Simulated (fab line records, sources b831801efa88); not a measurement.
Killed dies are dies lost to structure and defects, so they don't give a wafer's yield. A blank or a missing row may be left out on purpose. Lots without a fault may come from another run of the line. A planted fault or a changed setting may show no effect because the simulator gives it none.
Which tool did it? | flow gf180mcu | 13 lots, 39 wafers sampled, at 4 steps of a route of 602

WHAT THE GAUGES READ, wafer by wafer
GF_V5_THK_MEAS_25: measures by xrf.
lot  | measured     | on            | V5_W_THK (nm)
L762 | day 27 23:05 | film_metro-03 | 352 351 359
L763 | day 28 07:46 | film_metro-02 | 355 348 345
L764 | day 28 17:04 | film_metro-02 | 357 354 350
L765 | day 28 21:17 | film_metro-02 | 350 352 346
L767 | day 29 11:47 | film_metro-03 | 358 353 356
L768 | day 29 23:24 | film_metro-02 | 360 362 351
L769 | day 30 03:28 | film_metro-02 | 356 356 354
L770 | day 30 16:23 | film_metro-02 | 355 354 355
L772 | day 31 03:04 | film_metro-03 | 352 349 355
L773 | day 31 10:05 | film_metro-02 | 363 358 353
L779 | day 33 00:33 | film_metro-03 | 349 357 354
L781 | day 33 09:10 | film_metro-04 | 354 353 355
L782 | day 33 16:53 | film_metro-02 | 346 346 351

GF_TOP_METAL_CD_MEAS_14: target cd 440 nm.
lot  | measured     | on        | cd_nm (nm)
L762 | day 28 18:47 | cd_sem-01 | 437.2 439.5 438.9
L763 | day 29 03:05 | cd_sem-01 | 439.5 439.4 441.1
L764 | day 29 12:09 | cd_sem-01 | 443.5 442.2 441.0
L765 | day 29 16:18 | cd_sem-02 | 441.0 444.2 441.2
L767 | day 30 06:58 | cd_sem-01 | 438.8 440.4 439.2
L768 | day 30 18:10 | cd_sem-02 | 442.5 439.4 439.5
L769 | day 30 20:53 | cd_sem-01 | 440.0 437.4 437.7
L770 | day 31 10:29 | cd_sem-01 | 438.1 441.1 437.9
L772 | day 31 20:07 | cd_sem-01 | 436.7 436.7 436.8
L773 | day 32 03:08 | cd_sem-01 | 438.3 440.6 439.6
L779 | day 33 15:23 | cd_sem-01 | 440.1 438.9 439.0
L781 | day 34 01:42 | cd_sem-01 | 438.8 442.4 439.2
L782 | day 34 08:32 | cd_sem-01 | 434.6 435.2 434.0

WHICH TOOL RAN EACH LOT (tool, then ch and the chambers of the sampled wafers, then the start)
lot  | GF_MIM_SPUTTER_01            | GF_TOP_METAL_SPUTTER_00
L762 | pvd_sputter-01, day 25 06:04 | pvd_sputter-02, day 27 23:27
L763 | pvd_sputter-04, day 25 15:22 | pvd_sputter-04, day 28 08:07
L764 | pvd_sputter-04, day 26 01:51 | pvd_sputter-02, day 28 17:24
L765 | pvd_sputter-01, day 26 05:41 | pvd_sputter-02, day 28 21:38
L767 | pvd_sputter-01, day 26 21:13 | pvd_sputter-02, day 29 12:09
L768 | pvd_sputter-01, day 27 11:13 | pvd_sputter-02, day 29 23:56
L769 | pvd_sputter-04, day 27 15:57 | pvd_sputter-04, day 30 03:50
L770 | pvd_sputter-01, day 28 04:49 | pvd_sputter-03, day 30 16:46
L772 | pvd_sputter-01, day 28 17:56 | pvd_sputter-04, day 31 03:26
L773 | pvd_sputter-01, day 28 23:55 | pvd_sputter-04, day 31 10:27
L779 | pvd_sputter-04, day 30 18:58 | pvd_sputter-03, day 33 00:54
L781 | pvd_sputter-02, day 31 04:16 | pvd_sputter-02, day 33 09:30
L782 | pvd_sputter-02, day 31 13:27 | pvd_sputter-02, day 33 17:15
- GF_MIM_SPUTTER_01: material TiN, target thk 30 nm, time 25 s.
- GF_TOP_METAL_SPUTTER_00: material Ti, target thk 37.5 nm, time 150 s.

WHAT THE TOOLS THEMSELVES READ (means of the sampled wafers that have a number; where no wafer has one, the mark that the record gives instead)
GF_MIM_SPUTTER_01.
lot  | tool           | throttle_valve_pct (%)
L762 | pvd_sputter-01 | 29.6
L763 | pvd_sputter-04 | 29.1
L764 | pvd_sputter-04 | 28.6
L765 | pvd_sputter-01 | 29.3
L767 | pvd_sputter-01 | 30.2
L768 | pvd_sputter-01 | 30.1
L769 | pvd_sputter-04 | 29.1
L770 | pvd_sputter-01 | 30.2
L772 | pvd_sputter-01 | 30.0
L773 | pvd_sputter-01 | 30.3
L779 | pvd_sputter-04 | 28.3
L781 | pvd_sputter-02 | 29.8
L782 | pvd_sputter-02 | 29.5

GF_TOP_METAL_SPUTTER_00.
lot  | tool           | substrate_temp_c (C) | throttle_valve_pct (%)
L762 | pvd_sputter-02 | 200.18               | 29.5
L763 | pvd_sputter-04 | 199.98               | 29.4
L764 | pvd_sputter-02 | 199.97               | 29.3
L765 | pvd_sputter-02 | 199.89               | 29.6
L767 | pvd_sputter-02 | 200.08               | 28.8
L768 | pvd_sputter-02 | 200.13               | 29.0
L769 | pvd_sputter-04 | 199.94               | 28.6
L770 | pvd_sputter-03 | 200.08               | 30.2
L772 | pvd_sputter-04 | 200.10               | 29.1
L773 | pvd_sputter-04 | 199.89               | 28.5
L779 | pvd_sputter-03 | 200.13               | 30.2
L781 | pvd_sputter-02 | 199.90               | 29.2
L782 | pvd_sputter-02 | 199.89               | 29.5

THE ANSWER, worked out from the rows above alone
Rule: what is usual is taken from the lots themselves. Put in order of their means at a reading, lots are off if they are a third of the lots or fewer, leave a main group of 4 or more, and stand apart from it by a gap of 3 or more times the standard deviation of the main group's means; of several such gaps the widest counts. A main group whose means are all the same, to the digits that the tables above print for the reading, isn't used. A lot without any number at a reading at which 4 lots or more have one is off too. The other lots that the step has rows for count as sound. The gauges are gone through in route order, then the tools' own readings, and for those a lot's mean is taken as printed above. The first step at which some lot is off is used, and at that step the reading that is off furthest; a lot without a number counts as furthest.
No lot is off at any reading shown: from this, nothing can be told.

WHAT THE SIMULATOR HAD PUT IN
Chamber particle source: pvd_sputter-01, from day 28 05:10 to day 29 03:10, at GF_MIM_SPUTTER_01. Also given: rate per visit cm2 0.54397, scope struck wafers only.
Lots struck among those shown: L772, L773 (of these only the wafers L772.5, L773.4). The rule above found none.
